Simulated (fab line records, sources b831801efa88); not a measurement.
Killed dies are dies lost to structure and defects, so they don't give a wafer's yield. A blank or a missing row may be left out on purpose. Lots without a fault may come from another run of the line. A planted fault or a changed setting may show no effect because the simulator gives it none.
A struck lot beside a sound one | flow gf180mcu | 15 steps out of a route of 602
Sound: wafers L324.2, L324.4, L324.6. Struck: wafers L329.2, L329.3, L329.5. The cause comes at the end.
At each step with rows: each side's tool, then ch and its chambers, then its first start. Under that, the readings that differ: sound wafers | struck wafers | difference of the means | sigmas: that difference in standard deviations of wafers without a fault.
alike: readings whose means differ by less than 2 such deviations, and words and numbers that are the same on both sides. not compared: withheld readings, readings that some wafer has no value for, bounds like >300 that may hide the same value, and numbers for which the record gives no deviation and whose values overlap.
The two part at a step that has a row with sigmas, a row that says differs or no value, or rows on one side only. Numbers that don't overlap but have no deviation are shown without sigmas and don't part them. A reading that every wafer of one side lacks parts them only if that side has two wafers or more.

first, 1 step without rows for these wafers: GF_DUAL_GATE_DEVELOP_10 (develop time 60 s).
GF_DUAL_GATE_OVL_MEAS_11:
  sound on overlay-02, day 11 11:33; struck on overlay-01, day 13 00:09
  alike: DUAL_GATE_OVL
then, 1 step without rows for these wafers: GF_DUAL_GATE_WET_ETCH_12 (etches SiO2 in dHF, target depth 13 nm, time 260 s).
GF_DUAL_GATE_STRIP_13: strips in O2/N2.
  sound on plasma_asher-03 ch 0,1, day 11 11:40; struck on plasma_asher-01 ch 1, day 13 00:16
  alike: drypump_motor_current_A, heater_power_w, oes_product_au, strip_time_to_endpoint_s
  not compared: rf_hours_counter_h
then, 3 steps without rows for these wafers: GF_DUAL_GATE_CLEAN_14 (cleans in SC1/SC2, time 150 s); GF_DUAL_GATE_OXIDATION_15 (stabilise 600 s, purge 300 s, target thk 7.098 nm); GF_POLY_GATE_CVD_00 (deposits poly-Si, target thk 200 nm, time 1200 s).
GF_POLY_GATE_THK_MEAS_01:
  sound on film_metro-02, day 11 14:43; struck on film_metro-01, day 13 04:08
  alike: POLY_GATE_CVD_00_THK
then, 4 steps without rows for these wafers: GF_POLY_GATE_DEHYDRATE_02 (time 60 s); GF_POLY_GATE_HMDS_03 (prime time 60 s); GF_POLY_GATE_COAT_04; GF_POLY_GATE_COAT_05 (resist thk 700 nm).
GF_POLY_GATE_SOFTBAKE_06: time 60 s.
  sound on litho_track-02 ch 0, day 12 00:00; struck on litho_track-03 ch 0, day 13 14:00
  reading                  | sound                | struck               | difference | sigmas
  heater_power_total_W (W) | 93.01 93.17 92.85    | 92.44 92.44 92.54    | -0.54      | -8
  plate_temp_C (C)         | 129.83 129.98 129.87 | 129.40 129.38 129.19 | -0.57      | -4
then, 1 step without rows for these wafers: GF_POLY_GATE_EXPOSE_07 (exposes mask Poly2, target cd 280 nm).
-- the record jumps here: 20 days lie between the struck wafers' starts before and after (it left off in module POLY_GATE and takes up again in module PASSIVATION, whose first step shown is number 602 of the route) --
GF_PASSIVATION_PROBE_99:
  the record has rows for the struck wafers here (prober-01, day 33 14:56) and none for the sound ones

WHERE THEY PART
First at GF_POLY_GATE_SOFTBAKE_06; last, within this record, at GF_PASSIVATION_PROBE_99.

WHY: what the simulator had put in
Process parameter drift: litho_track-03, from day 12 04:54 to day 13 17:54, at GF_POLY_GATE_SOFTBAKE_06. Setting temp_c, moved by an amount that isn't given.
